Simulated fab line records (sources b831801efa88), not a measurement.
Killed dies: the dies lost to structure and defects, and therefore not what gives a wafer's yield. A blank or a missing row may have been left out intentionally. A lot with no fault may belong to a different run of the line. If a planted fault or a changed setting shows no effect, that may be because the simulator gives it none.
Which tool is to blame? || flow gf180mcu || 18 wafers from 6 lots sampled at 3 of the route's 602 steps

== WHAT THE GAUGES READ, wafer by wafer ==
GF_V4_THK_MEAS_01.
{"lot": "L761", "measured": "day 23 23:35", "on": "film metro-02", "V4_CVD_00_THK (nm)": "599 600 610"}
{"lot": "L764", "measured": "day 25 01:51", "on": "film metro-02", "V4_CVD_00_THK (nm)": "611 585 596"}
{"lot": "L768", "measured": "day 26 10:07", "on": "film metro-04", "V4_CVD_00_THK (nm)": "597 593 588"}
{"lot": "L776", "measured": "day 28 19:35", "on": "film metro-02", "V4_CVD_00_THK (nm)": "591 595 584"}
{"lot": "L780", "measured": "day 30 02:41", "on": "film metro-01", "V4_CVD_00_THK (nm)": "602 595 598"}
{"lot": "L783", "measured": "day 31 00:19", "on": "film metro-02", "V4_CVD_00_THK (nm)": "601 591 609"}

== WHICH TOOL RAN EACH LOT (tool, then ch and the chambers of the sampled wafers, then the start) ==
{"lot": "L761", "GF_V3_SPUTTER_22": "pvd sputter-01, day 22 22:24", "GF_M4_SPUTTER_02": "pvd sputter-04, day 22 23:10"}
{"lot": "L764", "GF_V3_SPUTTER_22": "pvd sputter-04, day 24 01:47", "GF_M4_SPUTTER_02": "pvd sputter-03, day 24 02:32"}
{"lot": "L768", "GF_V3_SPUTTER_22": "pvd sputter-04, day 25 11:22", "GF_M4_SPUTTER_02": "pvd sputter-02, day 25 12:08"}
{"lot": "L776", "GF_V3_SPUTTER_22": "pvd sputter-04, day 28 00:28", "GF_M4_SPUTTER_02": "pvd sputter-03, day 28 01:13"}
{"lot": "L780", "GF_V3_SPUTTER_22": "pvd sputter-04, day 29 05:49", "GF_M4_SPUTTER_02": "pvd sputter-02, day 29 06:34"}
{"lot": "L783", "GF_V3_SPUTTER_22": "pvd sputter-01, day 30 04:21", "GF_M4_SPUTTER_02": "pvd sputter-02, day 30 05:07"}
- GF_V3_SPUTTER_22: material TiN, target thk 10 nm, time 40 s.
- GF_M4_SPUTTER_02: material AlCu, target thk 450 nm, time 23.9 s.

== THE ANSWER, worked out from the rows above alone ==
Rule: the usual values come from the lots themselves. The widest of any qualifying gaps counts: lots, ordered by their means at a reading, are off when they make up no more than a third of the lots, leave a main group of 4 or more, and stand apart from it by 3 or more times the standard deviation of that group's means. If all means in a main group match to the digits the tables above print for the reading, that group is not used. Also off: a lot with no number at a reading for which 4 or more lots have one. Where the step has rows for the other lots, those lots are counted as sound.
Across all readings shown, no lot is off: no conclusion can be drawn from this.

== WHAT THE SIMULATOR HAD INSERTED ==
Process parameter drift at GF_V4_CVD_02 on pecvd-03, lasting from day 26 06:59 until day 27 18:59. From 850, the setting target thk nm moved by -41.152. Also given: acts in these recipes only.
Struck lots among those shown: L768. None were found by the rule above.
